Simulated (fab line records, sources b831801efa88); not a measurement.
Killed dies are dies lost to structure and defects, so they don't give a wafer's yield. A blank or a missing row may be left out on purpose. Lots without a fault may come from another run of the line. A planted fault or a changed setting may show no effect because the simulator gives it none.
fab line records | flow sky130
record lots=5 wafers=15 last_day=50
route steps=708 shown LDD_N@253 LDD_P@255 LDD_HVN@267 LDD_HVP@278 LDD_LDN@289 PAD_OPEN@708
lots that met no fault: from a run of the same line without faults
start_h: hours from the record's first day to the start of the lot's first wafer shown | wait_h: hours since the lot's step before | " the same as in the row above | L1.1+2: a row that stands for several wafers | - no value, or no start given | * or withheld: withheld | < > ~ a bound
route shown NAME@n: a module of which the file shows steps, and the number in the route of the first | usual: mean/standard deviation of fault-free wafers | same: alike in all rows | chamber/n: place in a boat | sites: the reading at each site | _std_site: their standard deviation | _edge_site: outer sites' mean less inner sites' | radius_mm: how far each site lies from the wafer's centre | mask NAME#n: copy n | behind: the tool/chamber that last shaped the wafer | hold: why the lot was held/for how many hours/how that ended | device: the transistor (n, p or np) that didn't switch | end of line: the same wafers' tests at the end of the route | a step without rows: its recipe alone | killed: dies lost to structure and defects at the first sort, not the wafer's yield | map: a wafer's dies, x killed, . not, _ none there
set.NAME: the setting as run; set.NAME@STEP: as run at that earlier step | model.NAME: the simulator's own value behind a step, which no gauge read
lots at some steps of the route; a table a step, a row a wafer
services: from which hour (start_h, from the record's first day; less than 0 if before it) a tool's chamber was out of use, for how many hours, and why
## steps
# step SKY_LDD_N_STRIP_16
# recipe chemistry=O2/N2 power_w=1400 pressure_mtorr=1500 platen_temp_c=withheld o2_flow_sccm=3000 n2_flow_sccm=300 overash_fraction=0.5
# usual drypump_motor_current_A=5.9/0.54 oes_product_au=0.406/0.0044 strip_time_to_endpoint_s=4.315/0.016
# same overash_fraction=0.5
# columns lot.wafer tool chamber start_h wait_h drypump_motor_current_A oes_product_au rf_hours_counter_h strip_time_to_endpoint_s
L479.1 plasma_asher-01 0 435.63 0.1 5.2 0.408 31 4.333
L479.5 " 1 " " 5.7 0.408 - 4.320
L479.6 " 0 " " 5.2 0.410 - 4.298
L488.2 plasma_asher-04 0 508.51 0.1 6.3 0.405 81 4.315
L488.3 " 0 " " 6.3 0.407 - 4.296
L488.5 " 1 " " 5.2 0.404 - 4.290
L490.2 plasma_asher-04 0 525.66 0.1 6.3 0.399 83 4.311
L490.5 " 1 " " 5.2 0.406 - 4.322
L490.6 " 0 " " 6.3 0.398 - 4.317
L494.2 plasma_asher-03 1 564.03 0.1 6.5 0.416 74 4.332
L494.4 " 1 " " 6.4 0.412 - 4.343
L494.5 " 0 " " 6.3 0.411 - 4.349
L496.3 plasma_asher-03 0 576.88 0.1 6.3 0.414 - 4.322
L496.5 " 1 " " 6.5 0.404 - 4.332
L496.6 " 0 " " 6.3 0.403 - 4.332
# step SKY_LDD_N_TW_MEAS_17
# usual LDD_N_TW=2612/34
# columns lot.wafer tool chamber start_h wait_h LDD_N_TW
L479.1 film_metro-04 - 435.73 0.1 2604
L479.5 " - " " 2601
L479.6 " - " " 2601
L488.2 film_metro-04 - 508.62 0.1 2633
L488.3 " - " " 2626
L488.5 " - " " 2632
L490.2 film_metro-04 - 525.77 0.1 2646
L490.5 " - " " 2638
L490.6 " - " " 2645
L494.2 film_metro-04 - 564.14 0.1 2651
L494.4 " - " " 2646
L494.5 " - " " 2663
L496.3 film_metro-04 - 576.97 0.1 2638
L496.5 " - " " 2624
L496.6 " - " " 2603
# step SKY_LDD_P_DEHYDRATE_00
# recipe temp_c=200 time_s=60
# step SKY_LDD_P_HMDS_01
# recipe prime_time_s=60 prime_temp_c=120
# step SKY_LDD_P_COAT_02
# recipe resist=NOVOLAK spin_rpm=3000 resist_thk_nm=1140
# step SKY_LDD_P_SOFTBAKE_03
# recipe temp_c=90 time_s=60 resist=NOVOLAK
# step SKY_LDD_P_EXPOSE_04
# recipe mask_id=PSDM na=0.6 source_shape=conventional sigma_outer=0.6 polarization=unpolarized target_cd_nm=380 dose_mj=138
# step SKY_LDD_P_PEB_05
# recipe temp_c=withheld time_s=* resist=NOVOLAK
# step SKY_LDD_P_DEVELOP_06
# recipe resist=NOVOLAK developer=TMAH develop_time_s=60 dev_temp_c=23
# step SKY_LDD_P_CD_MEAS_07
# recipe target_cd_nm=380
# usual cd_nm=379.2/2.8
# columns lot.wafer tool chamber start_h wait_h cd_nm
L479.1 cd_sem-01 - 466.44 0.1 378.9
L479.5 " - " " 378.7
L479.6 " - " " 380.8
L488.2 cd_sem-02 - 538.88 0.1 377.2
L488.3 " - " " 378.8
L488.5 " - " " 379.5
L490.2 cd_sem-02 - 556.48 0.1 380.4
L490.5 " - " " 380.9
L490.6 " - " " 380.0
L494.2 cd_sem-01 - 593.83 0.1 381.1
L494.4 " - " " 382.8
L494.5 " - " " 384.1
L496.3 cd_sem-01 - 606.88 0.1 380.4
L496.5 " - " " 378.4
L496.6 " - " " 379.3
# step SKY_LDD_P_OVL_MEAS_08
# usual LDD_P_OVL=0.4/1.6
# columns lot.wafer tool chamber start_h wait_h LDD_P_OVL[nm]
L479.1 overlay-02 - 466.56 0.1 -0.1
L479.5 " - " " -0.5
L479.6 " - " " -1.2
L488.2 overlay-02 - 538.98 0.1 3.4
L488.3 " - " " 0.1
L488.5 " - " " 0.4
L490.2 overlay-01 - 556.58 0.1 -1.1
L490.5 " - " " -1.1
L490.6 " - " " -2.7
L494.2 overlay-01 - 593.94 0.1 -0.6
L494.4 " - " " -0.5
L494.5 " - " " 0.2
L496.3 overlay-02 - 606.97 0.1 -0.8
L496.5 " - " " 0.2
L496.6 " - " " 1.6
# step SKY_LDD_P_IMPLANT_09
# recipe species=BF2 energy_kev=25 dose_cm2=1e+13 tilt_deg=withheld
# step SKY_LDD_P_STRIP_10
# recipe chemistry=O2/N2 power_w=1400 pressure_mtorr=1500 platen_temp_c=withheld o2_flow_sccm=3000 n2_flow_sccm=300 overash_fraction=0.5
# usual drypump_motor_current_A=5.7/0.42 oes_product_au=0.715/0.0047 strip_time_to_endpoint_s=14.18/0.04
# same overash_fraction=0.5
# columns lot.wafer tool chamber start_h wait_h drypump_motor_current_A oes_product_au rf_hours_counter_h strip_time_to_endpoint_s
L479.1 plasma_asher-04 1 466.75 0.1 5.2 0.711 76 14.21
L479.5 " 1 " " 5.2 0.716 - 14.15
L479.6 " 0 " " 6.3 0.714 - 14.21
L488.2 plasma_asher-04 0 539.16 0.1 6.3 0.713 84 14.20
L488.3 " 1 " " 5.2 0.724 - 14.18
L488.5 " 0 " " 6.3 0.707 - 14.17
L490.2 plasma_asher-02 0 556.76 0.1 5.7 0.718 12 14.17
L490.5 " 1 " " 6.1 0.716 - 14.13
L490.6 " 0 " " 5.7 0.707 - 14.15
L494.2 plasma_asher-02 0 594.12 0.1 5.7 0.711 16 14.14
L494.4 " 0 " " 5.7 0.706 - 14.16
L494.5 " 1 " " 6.1 0.718 - 14.17
L496.3 plasma_asher-02 0 607.18 0.1 5.7 0.715 - 14.16
L496.5 " 1 " " 6.1 0.716 - 14.18
L496.6 " 0 " " 5.7 0.710 - 14.16
# step SKY_LDD_P_TW_MEAS_11
# usual LDD_P_TW=631/5.7
# columns lot.wafer tool chamber start_h wait_h LDD_P_TW
L479.1 film_metro-01 - 466.85 0.1 623
L479.5 " - " " 625
L479.6 " - " " 626
L488.2 film_metro-01 - 539.27 0.1 626
L488.3 " - " " 627
L488.5 " - " " 628
L490.2 film_metro-03 - 556.87 0.1 631
L490.5 " - " " 631
L490.6 " - " " 629
L494.2 film_metro-03 - 594.23 0.1 627
L494.4 " - " " 627
L494.5 " - " " 626
L496.3 film_metro-02 - 607.27 0.1 638
L496.5 " - " " 638
L496.6 " - " " 638
# step SKY_LDD_HVN_DEHYDRATE_00
# recipe temp_c=200 time_s=60
# step SKY_LDD_HVN_HMDS_01
# recipe prime_time_s=60 prime_temp_c=120
# step SKY_LDD_HVN_COAT_02
# recipe resist=NOVOLAK spin_rpm=3000 resist_thk_nm=300
# step SKY_LDD_HVN_SOFTBAKE_03
# recipe temp_c=90 time_s=60 resist=NOVOLAK
# step SKY_LDD_HVN_EXPOSE_04
# recipe mask_id=HVNTM na=0.6 source_shape=conventional sigma_outer=0.6 polarization=unpolarized target_cd_nm=700 dose_mj=127
# step SKY_LDD_HVN_PEB_05
# recipe temp_c=withheld time_s=* resist=NOVOLAK
# step SKY_LDD_HVN_DEVELOP_06
# recipe resist=NOVOLAK developer=TMAH develop_time_s=60 dev_temp_c=23
# step SKY_LDD_HVN_OVL_MEAS_07
# usual LDD_HVN_OVL=-0.8/1.8
# columns lot.wafer tool chamber start_h wait_h LDD_HVN_OVL[nm]
L479.1 overlay-01 - 497.61 0.1 -3.8
L479.5 " - " " -0.9
L479.6 " - " " -0.5
L488.2 overlay-01 - 569.61 0.1 0.6
L488.3 " - " " -0.1
L488.5 " - " " -2.5
L490.2 overlay-01 - 586.96 0.1 -1.0
L490.5 " - " " -3.4
L490.6 " - " " 0.8
L494.2 overlay-01 - 623.53 0.1 -3.1
L494.4 " - " " -0.8
L494.5 " - " " -4.3
L496.3 overlay-01 - 636.09 0.1 0.1
L496.5 " - " " -1.3
L496.6 " - " " 0.1
# step SKY_LDD_HVN_IMPLANT_08
# recipe species=P energy_kev=60 dose_cm2=3e+13 tilt_deg=40
# step SKY_LDD_HVN_STRIP_09
# recipe chemistry=O2/N2 power_w=1400 pressure_mtorr=1500 platen_temp_c=withheld o2_flow_sccm=3000 n2_flow_sccm=300 overash_fraction=0.5
# usual drypump_motor_current_A=6.0/0.36 oes_product_au=0.409/0.0048 strip_time_to_endpoint_s=4.142/0.017
# same overash_fraction=0.5
# columns lot.wafer tool chamber start_h wait_h drypump_motor_current_A oes_product_au rf_hours_counter_h strip_time_to_endpoint_s
L479.1 plasma_asher-03 0 497.80 0.1 6.3 0.412 67 4.127
L479.5 " 1 " " 6.5 0.415 - 4.114
L479.6 " 0 " " 6.3 0.405 - 4.125
L488.2 plasma_asher-03 1 569.79 0.1 6.5 0.408 74 4.133
L488.3 " 0 " " 6.3 0.408 - 4.147
L488.5 " 1 " " 6.5 0.408 - 4.140
L490.2 plasma_asher-02 1 587.14 0.1 6.1 0.410 15 4.108
L490.5 " 0 " " 5.7 0.412 - 4.139
L490.6 " 1 " " 6.1 0.404 - 4.141
L494.2 plasma_asher-04 0 623.71 0.1 6.3 0.414 92 4.147
L494.4 " 0 " " 6.3 0.411 - 4.151
L494.5 " 0 " " 6.3 0.413 - 4.153
L496.3 plasma_asher-03 1 636.29 0.1 6.5 0.408 - 4.153
L496.5 " 0 " " 6.3 0.408 - 4.147
L496.6 " 1 " " 6.5 0.400 - 4.146
# step SKY_LDD_HVN_TW_MEAS_10
# usual LDD_HVN_TW=1445/23
# columns lot.wafer tool chamber start_h wait_h LDD_HVN_TW
L479.1 film_metro-04 - 497.90 0.1 1460
L479.5 " - " " 1453
L479.6 " - " " 1471
L488.2 film_metro-02 - 569.90 0.1 1441
L488.3 " - " " 1443
L488.5 " - " " 1449
L490.2 film_metro-04 - 587.25 0.1 1461
L490.5 " - " " 1459
L490.6 " - " " 1461
L494.2 film_metro-02 - 623.82 0.1 1442
L494.4 " - " " 1446
L494.5 " - " " 1436
L496.3 film_metro-01 - 636.38 0.1 1410
L496.5 " - " " 1412
L496.6 " - " " 1408
# step SKY_LDD_HVP_DEHYDRATE_00
# recipe temp_c=200 time_s=60
# step SKY_LDD_HVP_HMDS_01
# recipe prime_time_s=60 prime_temp_c=120
# step SKY_LDD_HVP_COAT_02
# recipe resist=NOVOLAK spin_rpm=3000 resist_thk_nm=300
# step SKY_LDD_HVP_SOFTBAKE_03
# recipe temp_c=90 time_s=60 resist=NOVOLAK
# step SKY_LDD_HVP_EXPOSE_04
# recipe mask_id=HVPTM na=0.6 source_shape=conventional sigma_outer=0.6 polarization=unpolarized target_cd_nm=700 dose_mj=86
# step SKY_LDD_HVP_PEB_05
# recipe temp_c=withheld time_s=* resist=NOVOLAK
# step SKY_LDD_HVP_DEVELOP_06
# recipe resist=NOVOLAK developer=TMAH develop_time_s=60 dev_temp_c=23
# step SKY_LDD_HVP_OVL_MEAS_07
# usual LDD_HVP_OVL=-0.7/1.5
# columns lot.wafer tool chamber start_h wait_h LDD_HVP_OVL[nm]
L479.1 overlay-02 - 528.46 0.1 1.1
L479.5 " - " " 2.2
L479.6 " - " " 2.1
L488.2 overlay-01 - 599.47 0.1 -3.7
L488.3 " - " " -1.3
L488.5 " - " " -1.8
L490.2 overlay-01 - 617.71 0.1 -1.9
L490.5 " - " " 0.0
L490.6 " - " " -3.5
L494.2 overlay-01 - 652.91 0.1 -0.4
L494.4 " - " " -0.3
L494.5 " - " " -1.0
L496.3 overlay-02 - 665.22 0.1 1.9
L496.5 " - " " 1.3
L496.6 " - " " 0.0
# step SKY_LDD_HVP_IMPLANT_08
# recipe species=B energy_kev=20 dose_cm2=1.7e+13 tilt_deg=17.9
# step SKY_LDD_HVP_STRIP_09
# recipe chemistry=O2/N2 power_w=1400 pressure_mtorr=1500 platen_temp_c=withheld o2_flow_sccm=3000 n2_flow_sccm=300 overash_fraction=0.5
# usual drypump_motor_current_A=5.9/0.47 oes_product_au=0.409/0.0044 strip_time_to_endpoint_s=4.136/0.016
# same overash_fraction=0.5
# columns lot.wafer tool chamber start_h wait_h drypump_motor_current_A oes_product_au rf_hours_counter_h strip_time_to_endpoint_s
L479.1 plasma_asher-01 0 528.64 0.1 5.2 0.402 40 4.143
L479.5 " 0 " " 5.2 0.411 - 4.127
L479.6 " 1 " " 5.7 0.405 - 4.125
L488.2 plasma_asher-01 0 599.65 0.1 5.2 0.413 47 4.135
L488.3 " 0 " " 5.2 0.406 - 4.142
L488.5 " 0 " " 5.1 0.404 - 4.112
L490.2 plasma_asher-01 1 617.89 0.1 5.7 0.409 49 4.157
L490.5 " 0 " " 5.2 0.414 - 4.161
L490.6 " 1 " " 5.7 0.407 - 4.157
L494.2 plasma_asher-01 0 653.09 0.1 5.2 0.403 52 4.130
L494.4 " 1 " " 5.7 0.402 - 4.133
L494.5 " 1 " " 5.7 0.411 - 4.117
L496.3 plasma_asher-03 1 665.42 0.1 6.5 0.413 - 4.119
L496.5 " 1 " " 6.5 0.410 - 4.103
L496.6 " 0 " " 6.3 0.415 - 4.116
# step SKY_LDD_HVP_TW_MEAS_10
# usual LDD_HVP_TW=455/7.6
# columns lot.wafer tool chamber start_h wait_h LDD_HVP_TW
L479.1 film_metro-04 - 528.74 0.1 465
L479.5 " - " " 464
L479.6 " - " " 464
L488.2 film_metro-04 - 599.76 0.1 465
L488.3 " - " " 465
L488.5 " - " " 464
L490.2 film_metro-04 - 618.00 0.1 465
L490.5 " - " " 468
L490.6 " - " " 467
L494.2 film_metro-01 - 653.20 0.1 448
L494.4 " - " " 447
L494.5 " - " " 446
L496.3 film_metro-01 - 665.51 0.1 447
L496.5 " - " " 447
L496.6 " - " " 448
# step SKY_LDD_LDN_DEHYDRATE_00
# recipe temp_c=200 time_s=60
# step SKY_LDD_LDN_HMDS_01
# recipe prime_time_s=60 prime_temp_c=120
# step SKY_LDD_LDN_COAT_02
# recipe resist=NOVOLAK spin_rpm=3000 resist_thk_nm=1140
# step SKY_LDD_LDN_SOFTBAKE_03
# recipe temp_c=90 time_s=60 resist=NOVOLAK
# step SKY_LDD_LDN_EXPOSE_04
# recipe mask_id=LDNTM na=0.6 source_shape=conventional sigma_outer=0.6 polarization=unpolarized target_cd_nm=700 dose_mj=140
# step SKY_LDD_LDN_PEB_05
# recipe temp_c=withheld time_s=* resist=NOVOLAK
# step SKY_PAD_OPEN_PROBE_99
# usual killed_at_M0_to_M3=43/6.7 killed_at_M4_up=3.2/2.1 killed_at_contacts=25/5.9 killed_at_front_end=16/4.7 killed_at_other=0.3/0.54 killed_dies=87/9.8 killed_open=47/6.7 killed_short=40/6.5
# same gross_dies=492 killed_at_back_side=0
# columns lot.wafer tool chamber start_h wait_h killed_at_M0_to_M3 killed_at_M4_up killed_at_contacts killed_at_front_end killed_at_other killed_dies killed_open killed_short
L488.2 prober-02 - 1150.74 0.1 40 2 23 65 0 130 43 34
L488.5 prober-02 - 1150.89 0.2 42 2 27 71 1 143 48 46
# killed by level:class
L488.2 LDD_P:unspecified=52 VIA1:geometric_particle:open=16 LI_CONTACT:geometric_particle:open=8 CONTACT:geometric_particle:open=6 METAL2:geometric_particle:short=6 LOCAL_INTERCONNECT:geometric_particle:short=4 VIA2:geometric_particle:open=4 METAL1:geometric_particle:short=4
L488.5 LDD_P:unspecified=49 CONTACT:geometric_particle:open=11 FIELD_ISO:geometric_particle:open=7 VIA1:geometric_particle:open=7 FIELD_ISO:geometric_particle:short=6 VIA3:geometric_particle:open=6 POLY_GATE:geometric_particle:short=6 LI_CONTACT:geometric_particle:open=6
# map L488.5 (x killed, . not)
__________x..x..x..x_________
________..x.....x....._______
______.x..x.x..........x_____
_____..x.......x.........____
____........x......x......___
___.x....x.x...x....x......__
__.......x....xxx..x...x...._
_...x..x..xx..x....xxxx...x.x
_......x....x...xxxxxx.......
_.xx...x....x..xxxxxxx..x....
_...........x.xxxxxxxxx....xx
_............xxxxxxxxxxx.xx..
_xx.....x.x..x.xxxxxxx.......
_...........x...xxxxxx...x...
_xx...x.x...xx.x......x.x....
__x..xxx.........x.....x...._
___x.......x....x...x......__
____xx...x...x............___
_____.x....xx.xx.x....xx.____
______x...x..x.x........_____
________..x....x..x.xx_______
__________x.....x..._________
# map L479.6 (x killed, . not)
__________.........._________
________x........x...x_______
______.x..x............._____
_____..xxx......xx...x...____
____.x.........xxx.x......___
___..x....x.......x....x...__
__xx...x.x.x....xx.........._
_x..x...x............xx......
_...........xx........x.....x
_x....x.............x..x...x.
_..x........x........x....x..
_x.....x...x.x.........xx....
_.......x.x....x..x.........x
_.....x..xx...x...x........x.
_.....x................x.....
__....x..............xx.x..._
___...x.........x....x....x__
____...x...x.x....xx......___
_____...xxx..x.xx........____
______.................._____
________...x....x..x.._______
__________.......x.._________
## services
# columns tool chamber start_h hours kind
plasma_asher-02 - 421.25 9.0 pm
plasma_asher-02 0 421.25 9.0 vent_cycle
plasma_asher-02 1 421.25 9.0 vent_cycle
plasma_asher-02 0 430.25 - clean
plasma_asher-02 1 430.25 - clean
plasma_asher-02 - 435.39 3.8 repair
plasma_asher-02 - 446.21 2.8 pm
plasma_asher-01 - 462.75 1.9 repair
plasma_asher-01 - 467.02 1.6 repair
plasma_asher-01 - 509.19 3.7 repair
plasma_asher-01 - 545.84 2.5 repair
plasma_asher-01 - 622.72 1.8 repair
plasma_asher-04 - 659.00 1.8 repair
## key
first_sign step=SKY_PAD_OPEN_PROBE_99 reading=killed_at_front_end direction=up sigmas=11 usual=16 struck=68
effect step=SKY_PAD_OPEN_PROBE_99 reading=killed_dies direction=up sigmas=5.1 usual=87 struck=136
met_at SKY_LDD_P_STRIP_10
struck_wafers L488.2,L488.5
tester_left_out L488
onset_between 466.75 539.16
fault kind=chamber_particle_source tool=plasma_asher-04 chamber=0 onset_h=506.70 steps=SKY_LDD_P_STRIP_10 rate_per_visit_cm2=0.78657 end_h=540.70
# tester_left_out: of these lots the tester's yield and bins aren't shown, on N5 and GAA mostly nor the transistor test; their killed dies are dies lost to structure and defects alone, not to doping, threshold or leakage, so they don't give the yield
